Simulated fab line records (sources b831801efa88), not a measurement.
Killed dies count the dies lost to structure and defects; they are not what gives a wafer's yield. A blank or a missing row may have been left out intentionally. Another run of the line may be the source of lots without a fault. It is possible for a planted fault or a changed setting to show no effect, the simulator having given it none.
A lot that was struck, set against a sound lot || flow sky130 || 15 out of 708 route steps
Sound: wafers L506.1, L506.2, L506.4. Wafers struck: L512.1, L512.2, L512.6. At the end, the cause is stated.
Each step with rows lists, per side, the tool, then ch with its chambers, then its first start. Under that, the readings that differ: sound wafers || struck wafers || difference of the means || sigmas: that difference in standard deviations of wafers without a fault.
alike: words and numbers the same on both sides, and readings whose means are apart by under 2 such deviations; not compared: readings that were withheld, readings missing a value for some wafer, numbers with overlapping values and no deviation given by the record, and bounds like >300 which may hide the same value.
The two part at a step that has a row with sigmas, a row that says differs or no value, or rows on one side only. Numbers that have no deviation but don't overlap get no sigmas and don't part them. A reading missing from all wafers of one side parts the sides only when that side holds two or more wafers.

first, 1 step without rows for these wafers: SKY_LDD_LDN_DEVELOP_06 (develop time 60 s).
SKY_LDD_LDN_OVL_MEAS_07:
  struck on overlay-01, day 28 00:49; sound on overlay-02, day 25 23:23
  alike: LDD_LDN_OVL
then, 4 steps without rows for these wafers: SKY_LDD_LDN_IMPLANT_08; SKY_LDD_LDN_IMPLANT_09; SKY_LDD_LDN_IMPLANT_10; SKY_LDD_LDN_IMPLANT_11.
SKY_LDD_LDN_STRIP_12: strips in O2/N2.
  sound on plasmaAsher-04 ch 0,1, day 26 00:01; struck on plasmaAsher-04 ch 0,1, day 28 01:27
  alike: drypumpMotorCurrentA, o2FlowSccm, oesProductAu, stripTimeToEndpointS
  not compared: rfHoursCounterH
SKY_LDD_LDN_TW_MEAS_13:
  struck on filmMetro-04, day 28 01:33; sound on filmMetro-02, day 26 00:07
  alike: LDD_LDN_TW
then, 2 steps without rows for these wafers: SKY_LDD_LDN_CLEAN_14 (cleans in SC1/SC2, time 150 s); SKY_SPACER_CVD_00 (deposits Si3N4 from DCS/NH3, target thk 43.1 nm, time 740 s).
SKY_SPACER_THK_MEAS_01:
  struck on filmMetro-03, day 28 04:13; sound on filmMetro-02, day 26 04:23
  alike: SPACER_CVD_00_THK
SKY_SPACER_ETCHBACK_02: etches Si3N4 in CH3F/O2, stops on SiO2, time 46.7 s, target depth 45 nm.
  sound on rieDiel-02 ch 1,2,3, day 26 04:26; struck on rieDiel-02 ch 0,1,2, day 28 04:16
  alike: biasW, drypumpMotorCurrentA, oesProductAu, throttleValvePct
  not compared: rfHoursCounterH
SKY_POLY_CUT_DEHYDRATE_00: time 60 s.
  sound on lithoTrack-02 ch 0, day 26 17:41; struck on lithoTrack-04 ch 0, day 28 18:06
{"reading": "heaterPowerTotalW (W)", "sound": "160.39 160.29 160.24", "struck": "162.86 163.12 162.82", "difference": "+2.63", "sigmas": "+20"}
{"reading": "plateTempC (C)", "sound": "199.99 200.30 199.84", "struck": "202.78 202.41 202.52", "difference": "+2.53", "sigmas": "+16"}
then, 1 step without rows for these wafers: SKY_POLY_CUT_HMDS_01 (prime time 60 s).
-- record jumps: 21 days separate the struck wafers' starts on either side; left off in module POLY_CUT, taken up again in module PAD_OPEN, whose first shown step is the route's number 708 --
SKY_PAD_OPEN_PROBE_99:
  struck on prober-02, day 49 07:52; sound on prober-02, day 47 21:25
  alike: killed_at_M0_to_M3, killed_at_M4_up, killedAtContacts, killedAtFrontEnd, killedAtOther, killedDies, killedOpen, killedShort

== WHERE THEY PART ==
Only at SKY_POLY_CUT_DEHYDRATE_00, as far as this record shows. Later steps at which nothing parts them and some readings are alike: SKY_PAD_OPEN_PROBE_99.

WHY: what the simulator had put in
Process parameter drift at SKY_POLY_CUT_DEHYDRATE_00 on lithoTrack-04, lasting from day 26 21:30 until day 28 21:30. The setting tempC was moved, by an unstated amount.
